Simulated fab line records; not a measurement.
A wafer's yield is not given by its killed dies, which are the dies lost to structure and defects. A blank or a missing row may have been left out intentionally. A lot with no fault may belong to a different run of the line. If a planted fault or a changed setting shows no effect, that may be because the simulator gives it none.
fab line records -- flow gf180mcu
record lots=12, wafers=36, last_day=34
route steps=602 shown V2@405 V3@430 M4@471
lots with no fault: from the same line, run without faults
start_h: start of the lot's first displayed wafer, in hours after the record's first day -- wait_h: hours since the lot's step before -- " unchanged from the row above -- L1.1+2: several wafers, shown together as one row -- - no value, or no start was given -- * or withheld: withheld -- < > ~ a bound
route shown NAME@n: names a module that has steps shown in the file, with the first one's number in the route -- usual: mean/standard deviation taken from wafers without a fault -- same: alike in all rows -- chamber/n: place in a boat -- sites: each site's reading -- _std_site: standard deviation across them -- _edge_site: inner sites' mean taken away from outer sites' mean -- radius_mm: for every site, how far away it sits from the centre of the wafer -- mask NAME#n: copy n -- behind: the last tool/chamber to shape the wafer -- hold: the reason the lot was held/the length of the hold in hours/how it ended -- device: transistor that didn't switch, given as n, p or np -- end of line: the same wafers' tests at the end of the route -- step lacking rows: just its recipe -- killed: dies lost to structure and defects at the first sort, not the wafer's yield -- map: shows each die of a wafer: x if killed, . if not, _ if none is there
set.NAME: the setting as run; set.NAME@STEP: as run at that earlier step -- model.NAME: the simulator's own value behind a step, which no gauge read
route steps across a sampled set of lots; one table per step, one row per wafer
services: when a tool's chamber went out of use (start_h, in hours from the record's first day, below 0 if earlier), for how many hours, and the reason
## steps
# step GF_V2_CVD_23
# recipe material=W, target_thk_nm=350, time_s=104.94, temp_c=400, pressure_torr=40
# usual chamber_pressure_Torr=40.01/0.087, heater_power_w=765/43
lot.wafer,tool,chamber,start_h,wait_h,chamber_pressure_Torr,heater_power_w
L917.1,cvd_w-02,1,486.71,0.0,39.99,708
L917.4,cvd_w-02,1,486.71,0.0,40.04,678
L917.6,cvd_w-02,0,486.71,0.0,40.09,831
L919.1,cvd_w-02,1,509.56,0.0,39.96,694
L919.2,cvd_w-02,0,509.56,0.0,31.59,810
L919.4,cvd_w-02,0,509.56,0.0,31.58,827
L920.1,cvd_w-02,0,521.06,0.0,31.53,813
L920.3,cvd_w-02,1,521.06,0.0,40.18,717
L920.6,cvd_w-02,0,521.06,0.0,31.49,793
L928.3,cvd_w-02,0,583.25,0.1,40.00,804
L928.5,cvd_w-02,0,583.25,0.1,40.04,822
L928.6,cvd_w-02,1,583.25,0.1,39.96,699
L929.1,cvd_w-02,0,598.87,0.0,39.97,812
L929.4,cvd_w-02,0,598.87,0.0,39.92,817
L929.6,cvd_w-02,1,598.87,0.0,40.02,697
L931.1,cvd_w-01,1,608.51,0.0,40.02,800
L931.3,cvd_w-01,1,608.51,0.0,40.08,774
L931.5,cvd_w-01,0,608.51,0.0,39.90,782
L932.1,cvd_w-02,1,610.85,0.0,39.94,720
L932.4,cvd_w-02,0,610.85,0.0,40.13,803
L932.6,cvd_w-02,1,610.85,0.0,39.94,694
L933.2,cvd_w-01,1,620.85,0.0,40.14,796
L933.3,cvd_w-01,0,620.85,0.0,40.14,770
L933.6,cvd_w-01,0,620.85,0.0,39.89,772
L934.1,cvd_w-02,1,634.93,0.0,40.12,709
L934.4,cvd_w-02,0,634.93,0.0,40.08,807
L934.6,cvd_w-02,1,634.93,0.0,40.01,717
L935.2,cvd_w-02,1,636.97,0.0,39.96,707
L935.4,cvd_w-02,1,636.97,0.0,39.91,716
L935.6,cvd_w-02,1,636.97,0.0,39.87,694
L936.2,cvd_w-01,1,660.89,0.0,39.95,770
L936.3,cvd_w-01,0,660.89,0.0,40.16,786
L936.4,cvd_w-01,1,660.89,0.0,40.05,776
L937.1,cvd_w-02,0,663.79,0.0,40.02,804
L937.2,cvd_w-02,1,663.79,0.0,39.81,725
L937.6,cvd_w-02,1,663.79,0.0,39.99,726
# step GF_V2_RS_MEAS_24
# recipe thk_meas_gauge=four-point-probe, reads=W_of_V2_CVD_23+TiN_of_V2_SPUTTER_22+Ti_of_V2_SPUTTER_21
# usual V2_W_RS=0.327/0.0049
lot.wafer,tool,chamber,start_h,wait_h,V2_W_RS[ohm/sq]
L917.1,film_metro-01,-,486.82,0.1,0.329
L917.4,film_metro-01,-,486.82,0.1,0.331
L917.6,film_metro-01,-,486.82,0.1,0.321
L919.1,film_metro-02,-,509.67,0.1,0.334
L919.2,film_metro-02,-,509.67,0.1,0.363
L919.4,film_metro-02,-,509.67,0.1,0.361
L920.1,film_metro-02,-,521.17,0.1,0.365
L920.3,film_metro-02,-,521.17,0.1,0.331
L920.6,film_metro-02,-,521.17,0.1,0.362
L928.3,film_metro-02,-,583.37,0.1,0.329
L928.5,film_metro-02,-,583.37,0.1,0.329
L928.6,film_metro-02,-,583.37,0.1,0.333
L929.1,film_metro-03,-,598.99,0.1,0.332
L929.4,film_metro-03,-,598.99,0.1,0.331
L929.6,film_metro-03,-,598.99,0.1,0.335
L931.1,film_metro-03,-,608.63,0.1,0.334
L931.3,film_metro-03,-,608.63,0.1,0.335
L931.5,film_metro-03,-,608.63,0.1,0.324
L932.1,film_metro-02,-,610.96,0.1,0.329
L932.4,film_metro-02,-,610.96,0.1,0.331
L932.6,film_metro-02,-,610.96,0.1,0.334
L933.2,film_metro-02,-,620.99,0.1,0.334
L933.3,film_metro-02,-,620.99,0.1,0.328
L933.6,film_metro-02,-,620.99,0.1,0.323
L934.1,film_metro-01,-,635.04,0.1,0.328
L934.4,film_metro-01,-,635.04,0.1,0.322
L934.6,film_metro-01,-,635.04,0.1,0.327
L935.2,film_metro-03,-,637.10,0.1,0.328
L935.4,film_metro-03,-,637.10,0.1,0.331
L935.6,film_metro-03,-,637.10,0.1,0.332
L936.2,film_metro-01,-,661.02,0.1,0.329
L936.3,film_metro-01,-,661.02,0.1,0.322
L936.4,film_metro-01,-,661.02,0.1,0.330
L937.1,film_metro-02,-,663.90,0.1,0.320
L937.2,film_metro-02,-,663.90,0.1,0.324
L937.6,film_metro-02,-,663.90,0.1,0.326
# step GF_V2_THK_MEAS_25
# recipe thk_meas_gauge=xrf, reads=W_of_V2_CVD_23
# usual V2_W_THK=333/5.4
lot.wafer,tool,chamber,start_h,wait_h,V2_W_THK[nm]
L917.1,film_metro-01,-,486.94,0.1,329
L917.4,film_metro-01,-,486.94,0.1,328
L917.6,film_metro-01,-,486.94,0.1,337
L919.1,film_metro-02,-,509.79,0.1,331
L919.2,film_metro-02,-,509.79,0.1,306
L919.4,film_metro-02,-,509.79,0.1,306
L920.1,film_metro-02,-,521.29,0.1,303
L920.3,film_metro-02,-,521.29,0.1,331
L920.6,film_metro-02,-,521.29,0.1,306
L928.3,film_metro-02,-,583.47,0.1,332
L928.5,film_metro-02,-,583.47,0.1,332
L928.6,film_metro-02,-,583.47,0.1,330
L929.1,film_metro-03,-,599.11,0.1,327
L929.4,film_metro-03,-,599.11,0.1,327
L929.6,film_metro-03,-,599.11,0.1,323
L931.1,film_metro-03,-,608.75,0.1,325
L931.3,film_metro-03,-,608.75,0.1,321
L931.5,film_metro-03,-,608.75,0.1,334
L932.1,film_metro-02,-,611.08,0.1,331
L932.4,film_metro-02,-,611.08,0.1,331
L932.6,film_metro-02,-,611.08,0.1,329
L933.2,film_metro-02,-,621.10,0.1,330
L933.3,film_metro-02,-,621.10,0.1,335
L933.6,film_metro-02,-,621.10,0.1,340
L934.1,film_metro-01,-,635.16,0.1,334
L934.4,film_metro-01,-,635.16,0.1,342
L934.6,film_metro-01,-,635.16,0.1,335
L935.2,film_metro-03,-,637.21,0.1,328
L935.4,film_metro-03,-,637.21,0.1,326
L935.6,film_metro-03,-,637.21,0.1,326
L936.2,film_metro-01,-,661.13,0.1,329
L936.3,film_metro-01,-,661.13,0.1,335
L936.4,film_metro-01,-,661.13,0.1,328
L937.1,film_metro-02,-,664.02,0.1,341
L937.2,film_metro-02,-,664.02,0.1,336
L937.6,film_metro-02,-,664.02,0.1,335
# step GF_V3_THK_MEAS_01
# recipe reads=SiO2_of_V3_CVD_00
# usual V3_CVD_00_THK=605/7.1
lot.wafer,tool,chamber,start_h,wait_h,V3_CVD_00_THK[nm]
L917.1,film_metro-03,-,512.07,0.0,597
L917.4,film_metro-03,-,512.07,0.0,617
L917.6,film_metro-03,-,512.07,0.0,603
L919.1,film_metro-04,-,534.88,0.0,611
L919.2,film_metro-04,-,534.88,0.0,629
L919.4,film_metro-04,-,534.88,0.0,598
L920.1,film_metro-02,-,546.37,0.0,619
L920.3,film_metro-02,-,546.37,0.0,603
L920.6,film_metro-02,-,546.37,0.0,613
L928.3,film_metro-02,-,606.29,0.1,610
L928.5,film_metro-02,-,606.29,0.1,610
L928.6,film_metro-02,-,606.29,0.1,597
L929.1,film_metro-02,-,621.52,0.0,611
L929.4,film_metro-02,-,621.52,0.0,607
L929.6,film_metro-02,-,621.52,0.0,614
L931.1,film_metro-04,-,635.32,0.1,605
L931.3,film_metro-04,-,635.32,0.1,604
L931.5,film_metro-04,-,635.32,0.1,608
L932.1,film_metro-04,-,636.24,0.0,601
L932.4,film_metro-04,-,636.24,0.0,596
L932.6,film_metro-04,-,636.24,0.0,605
L933.2,film_metro-04,-,660.72,0.0,601
L933.3,film_metro-04,-,660.72,0.0,597
L933.6,film_metro-04,-,660.72,0.0,598
L934.1,film_metro-03,-,664.76,0.0,603
L934.4,film_metro-03,-,664.76,0.0,609
L934.6,film_metro-03,-,664.76,0.0,611
L935.2,film_metro-02,-,667.30,0.0,596
L935.4,film_metro-02,-,667.30,0.0,598
L935.6,film_metro-02,-,667.30,0.0,591
L936.2,film_metro-04,-,672.36,0.0,608
L936.3,film_metro-04,-,672.36,0.0,612
L936.4,film_metro-04,-,672.36,0.0,606
L937.1,film_metro-03,-,676.54,0.0,607
L937.2,film_metro-03,-,676.54,0.0,610
L937.6,film_metro-03,-,676.54,0.0,602
# step GF_V3_SPUTTER_21
# recipe material=Ti, target_thk_nm=15, chamber_pressure_pa=5, power_w=2500, substrate_temp_c=200, time_s=80.02
# usual throttle_valve_pct=30.5/0.66
lot.wafer,tool,chamber,start_h,wait_h,throttle_valve_pct
L917.1,pvd_sputter-01,-,536.32,0.0,30.0
L917.4,pvd_sputter-01,-,536.32,0.0,30.9
L917.6,pvd_sputter-01,-,536.32,0.0,31.1
L919.1,pvd_sputter-04,-,558.58,0.0,29.9
L919.2,pvd_sputter-04,-,558.58,0.0,29.5
L919.4,pvd_sputter-04,-,558.58,0.0,31.4
L920.1,pvd_sputter-02,-,569.65,0.0,30.3
L920.3,pvd_sputter-02,-,569.65,0.0,31.7
L920.6,pvd_sputter-02,-,569.65,0.0,31.9
L928.3,pvd_sputter-02,-,628.34,0.0,30.1
L928.5,pvd_sputter-02,-,628.34,0.0,30.7
L928.6,pvd_sputter-02,-,628.34,0.0,32.1
L929.1,pvd_sputter-04,-,660.73,0.0,31.2
L929.4,pvd_sputter-04,-,660.73,0.0,29.7
L929.6,pvd_sputter-04,-,660.73,0.0,31.5
L931.1,pvd_sputter-04,-,665.52,0.0,29.8
L931.3,pvd_sputter-04,-,665.52,0.0,29.9
L931.5,pvd_sputter-04,-,665.52,0.0,29.9
L932.1,pvd_sputter-01,-,665.59,0.0,30.4
L932.4,pvd_sputter-01,-,665.59,0.0,30.8
L932.6,pvd_sputter-01,-,665.59,0.0,30.3
L933.2,pvd_sputter-01,-,670.82,0.0,30.7
L933.3,pvd_sputter-01,-,670.82,0.0,30.5
L933.6,pvd_sputter-01,-,670.82,0.0,30.3
L934.1,pvd_sputter-01,-,676.97,0.0,30.9
L934.4,pvd_sputter-01,-,676.97,0.0,30.3
L934.6,pvd_sputter-01,-,676.97,0.0,31.1
L935.2,pvd_sputter-01,-,681.96,0.0,30.2
L935.4,pvd_sputter-01,-,681.96,0.0,31.0
L935.6,pvd_sputter-01,-,681.96,0.0,30.3
L936.2,pvd_sputter-02,-,690.95,0.0,29.1
L936.3,pvd_sputter-02,-,690.95,0.0,30.3
L936.4,pvd_sputter-02,-,690.95,0.0,30.3
L937.1,pvd_sputter-01,-,696.47,0.0,31.0
L937.2,pvd_sputter-01,-,696.47,0.0,30.3
L937.6,pvd_sputter-01,-,696.47,0.0,30.4
# step GF_M4_OVL_MEAS_15
# usual M4_OVL=-4/6
lot.wafer,tool,chamber,start_h,wait_h,M4_OVL[nm]
L917.1,overlay-01,-,560.18,0.1,-10
L917.4,overlay-01,-,560.18,0.1,-2
L917.6,overlay-01,-,560.18,0.1,-2
L919.1,overlay-01,-,582.06,0.1,0
L919.2,overlay-01,-,582.06,0.1,1
L919.4,overlay-01,-,582.06,0.1,-4
L920.1,overlay-01,-,592.38,0.1,-2
L920.3,overlay-01,-,592.38,0.1,-4
L920.6,overlay-01,-,592.38,0.1,-7
L928.3,overlay-01,-,663.31,0.1,-15
L928.5,overlay-01,-,663.31,0.1,-11
L928.6,overlay-01,-,663.31,0.1,-7
L929.1,overlay-01,-,671.35,0.1,-22
L929.4,overlay-01,-,671.35,0.1,-16
L929.6,overlay-01,-,671.35,0.1,-11
L931.1,overlay-01,-,677.81,0.1,2
L931.3,overlay-01,-,677.81,0.1,3
L931.5,overlay-01,-,677.81,0.1,8
L932.1,overlay-01,-,678.16,0.1,-13
L932.4,overlay-01,-,678.16,0.1,-2
L932.6,overlay-01,-,678.16,0.1,0
L933.2,overlay-01,-,688.31,0.1,-9
L933.3,overlay-01,-,688.31,0.1,-6
L933.6,overlay-01,-,688.31,0.1,-3
L934.1,overlay-01,-,697.01,0.1,-7
L934.4,overlay-01,-,697.01,0.1,-7
L934.6,overlay-01,-,697.01,0.1,2
L935.2,overlay-02,-,701.97,0.1,-6
L935.4,overlay-02,-,701.97,0.1,-8
L935.6,overlay-02,-,701.97,0.1,-14
L936.2,overlay-01,-,710.33,0.1,-7
L936.3,overlay-01,-,710.33,0.1,-3
L936.4,overlay-01,-,710.33,0.1,-8
L937.1,overlay-01,-,715.91,0.1,-1
L937.2,overlay-01,-,715.91,0.1,1
L937.6,overlay-01,-,715.91,0.1,-10
## services
tool,chamber,start_h,hours,kind
pvd_sputter-02,-,466.35,2.1,repair
cvd_w-02,-,468.56,1.1,repair
cvd_w-01,-,470.42,6.9,pm
cvd_w-01,1,490.07,13.3,repair
cvd_w-01,-,501.19,1.0,repair
pvd_sputter-02,-,514.93,9.7,repair
pvd_sputter-02,-,543.77,2.3,repair
cvd_w-02,-,550.83,0.8,repair
pvd_sputter-01,-,557.21,6.4,repair
pvd_sputter-04,2,571.58,-,consumable_replace:kit
pvd_sputter-04,2,571.58,18.0,scheduled_down
pvd_sputter-04,2,571.58,18.0,vent_cycle
cvd_w-01,1,576.76,18.9,repair
pvd_sputter-02,2,583.79,-,consumable_replace:kit
pvd_sputter-02,2,583.79,18.0,scheduled_down
cvd_w-01,-,592.18,2.6,repair
cvd_w-02,-,612.11,6.9,pm
pvd_sputter-01,-,631.38,1.8,repair
cvd_w-01,0,636.80,5.0,repair
pvd_sputter-02,-,656.16,12.5,repair
pvd_sputter-01,3,686.13,-,consumable_replace:kit
pvd_sputter-01,3,686.13,18.0,scheduled_down
pvd_sputter-01,3,686.13,18.0,vent_cycle
cvd_w-02,1,691.69,1.6,repair
## key
first_sign step=GF_V2_CVD_23, reading=chamber_pressure_Torr, direction=down, sigmas=97, usual=40.01, struck=31.55
effect step=GF_V2_RS_MEAS_24, reading=V2_W_RS, direction=up, sigmas=7.4, usual=0.327, struck=0.363
effect step=GF_V2_THK_MEAS_25, reading=V2_W_THK, direction=down, sigmas=5.2, usual=333, struck=305
met_at GF_V2_CVD_23
struck_lots L919,L920
struck_wafers L919.2,L919.4,L920.1,L920.6
not_acting_at GF_V3_THK_MEAS_01,GF_V3_SPUTTER_21,GF_M4_OVL_MEAS_15
onset_between 486.71 509.56
fault kind=process_parameter_drift, tool=cvd_w-02, chamber=0, onset_h=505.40, steps=GF_V2_CVD_23, channel=pressure_torr, offset=-8.4409, shape=step, end_h=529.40, acts_in=these_recipes_only, stated=40
